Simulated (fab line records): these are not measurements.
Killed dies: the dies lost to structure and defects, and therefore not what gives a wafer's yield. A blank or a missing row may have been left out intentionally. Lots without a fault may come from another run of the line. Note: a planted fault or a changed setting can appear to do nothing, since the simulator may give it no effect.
A struck lot beside a sound one | flow sky130 | 22 out of 708 route steps
Sound: wafers L945.2, L945.4, L945.5. Struck: wafer L954.6; the same lot's L954.2 was not struck, so it is left out; see the end for the cause.
For every step that has rows: the tool of each side, followed by ch and its chambers, followed by its first start. Under that, the readings that differ: sound wafers | struck wafers | difference of the means | sigmas: that difference in standard deviations of wafers without a fault.
alike: a reading whose means differ by less than 2 such deviations, as well as words and numbers matching on both sides. not compared: withheld readings; readings where some wafer has no value; bounds like >300 that might hide an equal value; numbers whose values overlap and for which the record gives no deviation.
The two part at a step that has a row with sigmas, a row that says differs or no value, or rows on one side only. Non-overlapping numbers with no deviation appear without sigmas and do not part them. A reading missing from all wafers of one side parts the sides only when that side holds two or more wafers.

SKY_VIA4_RS_MEAS_19: measures by four-point-probe.
  sound on film-metro-04 at day 43 11:40; struck on film-metro-03 at day 45 16:37
  alike: VIA4_W_RS
SKY_VIA4_THK_MEAS_20: measures by xrf.
  sound on film-metro-04 at day 43 11:47; struck on film-metro-03 at day 45 16:44
  alike: VIA4_W_THK
SKY_VIA4_CMP_21: polishes, stops on SiO2, t overpolish 25 s, target thk 0 nm.
  sound on cmp-02 ch 0,1,3, day 43 11:56; struck on cmp-01 ch 1, day 45 16:53
  reading              | sound                | struck | difference | sigmas
  overpolish-run-s (s) | 25.003 25.019 25.001 | 24.986 | -0.022     | -2
  alike: motor-current-A, time-to-endpoint-s
SKY_METAL5_SPUTTER_00: material Ti, target thk 15 nm, time 10 s.
  sound on pvd-sputter-03 at day 43 12:08; struck on pvd-sputter-01 at day 45 17:05
  alike: throttle-valve-pct
SKY_METAL5_SPUTTER_01: material TiN, target thk 20 nm, time 16.7 s.
  sound on pvd-sputter-03 at day 43 12:10; struck on pvd-sputter-01 at day 45 17:06
  alike: throttle-valve-pct
SKY_METAL5_SPUTTER_02: material AlCu, target thk 1150 nm, time 61.2 s.
  sound on pvd-sputter-03 at day 43 12:11; struck on pvd-sputter-01 at day 45 17:08
  alike: throttle-valve-pct
then, 1 step without rows for these wafers: SKY_METAL5_SPUTTER_03 (material Ti, target thk 5 nm, time 3.3 s).
SKY_METAL5_SPUTTER_04: material TiN, target thk 70 nm, time 58.3 s.
  sound on pvd-sputter-03 at day 43 12:15; struck on pvd-sputter-01 at day 45 17:12
  alike: throttle-valve-pct
SKY_METAL5_RS_MEAS_05: measures by four-point-probe.
  sound on film-metro-03 at day 43 12:19; struck on film-metro-03 at day 45 17:16
  reading                 | sound                | struck | difference | sigmas
  METAL5_ALCU_RS (ohm/sq) | 0.0267 0.0264 0.0268 | 0.0276 | +0.0010    | +2
SKY_METAL5_THK_MEAS_06: measures by xrf.
  sound on film-metro-03 at day 43 12:26; struck on film-metro-03 at day 45 17:23
  alike: METAL5_ALCU_THK
then, 2 steps without rows for these wafers: SKY_METAL5_DEHYDRATE_07 (time 60 s); SKY_METAL5_HMDS_08 (prime time 60 s).
SKY_METAL5_COAT_09: resist thk 1800 nm.
  sound on litho-track-02 ch 0, day 44 00:11; struck on litho-track-03 ch 0, day 46 03:17
  reading                                     | sound          | struck | difference | sigmas
  model.NOVOLAK_of_METAL5_COAT_09.thk-nm (nm) | 1798 1803 1798 | 1916   | +116       |
  alike: exhaust-pa
then, 4 steps without rows for these wafers: SKY_METAL5_SOFTBAKE_10 (time 60 s); SKY_METAL5_EXPOSE_11 (exposes mask MM5, target cd 1600 nm); SKY_METAL5_PEB_12; SKY_METAL5_DEVELOP_13 (develop time 60 s).
SKY_METAL5_DESCUM_14: chemistry O2, time 11 s.
  sound on rie-metal-02 ch 0,1, day 44 11:05; struck on rie-metal-04 ch 1, day 46 14:11
  reading                 | sound          | struck | difference | sigmas
  model.METAL5.cd-nm (nm) | 1601 1605 1602 | 1612   | +9         |
  alike: chamber-pressure-mTorr, drypump-motor-current-A, oes-product-au, rf-fwd-power-W, temp-c
  not compared: rf-hours-counter-h
SKY_METAL5_METAL_ETCH_15: etches the open film in Cl2/BCl3, stops on SiO2, target depth 1260 nm, time 252 s.
  sound on rie-metal-02 ch 0,1, day 44 11:07; struck on rie-metal-04 ch 1, day 46 14:13
  reading                                     | sound                | struck | difference | sigmas
  rf-fwd-power-W (W)                          | 897.9 900.5 904.1    | 894.9  | -5.9       | -2
  throttle-valve-pct (%)                      | 22.260 22.260 22.268 | 22.284 | +0.021     | +2
  model.NOVOLAK_of_METAL5_COAT_09.thk-nm (nm) | 1027 1041 1024       | 1146   | +115       |
  alike: bias-w, chamber-pressure-mTorr, drypump-motor-current-A, oes-product-au
  not compared: rf-hours-counter-h
SKY_METAL5_STRIP_16: strips in O2/N2.
  sound on plasma-asher-03 ch 0,1, day 44 11:21; struck on plasma-asher-02 ch 1, day 46 14:27
  reading                      | sound             | struck | difference | sigmas
  strip-time-to-endpoint-s (s) | 12.98 13.14 12.97 | 14.36  | +1.33      | +11
  alike: chamber-pressure-mTorr, drypump-motor-current-A, oes-product-au
  not compared: rf-hours-counter-h
then, 1 step without rows for these wafers: SKY_METAL5_STRIP_17 (strips in post etch residue remover, time 1200 s).
SKY_PAD_OPEN_PROBE_99:
  sound on prober-02 at day 46 09:19; struck on prober-01 at day 48 09:32
  reading                 | sound         | struck | difference | sigmas
  killed-on-rim           | 16 15 17      | 24     | +8         | +2
  sort_bin_5_function (%) | 11.2 9.6 11.2 | 7.5    | -3.2       | -2
  alike: defect-limited-yield, killed_at_M0_to_M3, killed_at_M4_up, killed-at-contacts, killed-at-front-end, killed-at-other, killed-dies, killed-open, killed-short, sort_bin_3_pad_short, sort_bin_6_memory, sort-n-pass, sort-yield-pct

== WHERE THEY PART ==
At SKY_VIA4_CMP_21 first; at SKY_PAD_OPEN_PROBE_99 last (within this record only).

WHY: whatever the simulator had introduced
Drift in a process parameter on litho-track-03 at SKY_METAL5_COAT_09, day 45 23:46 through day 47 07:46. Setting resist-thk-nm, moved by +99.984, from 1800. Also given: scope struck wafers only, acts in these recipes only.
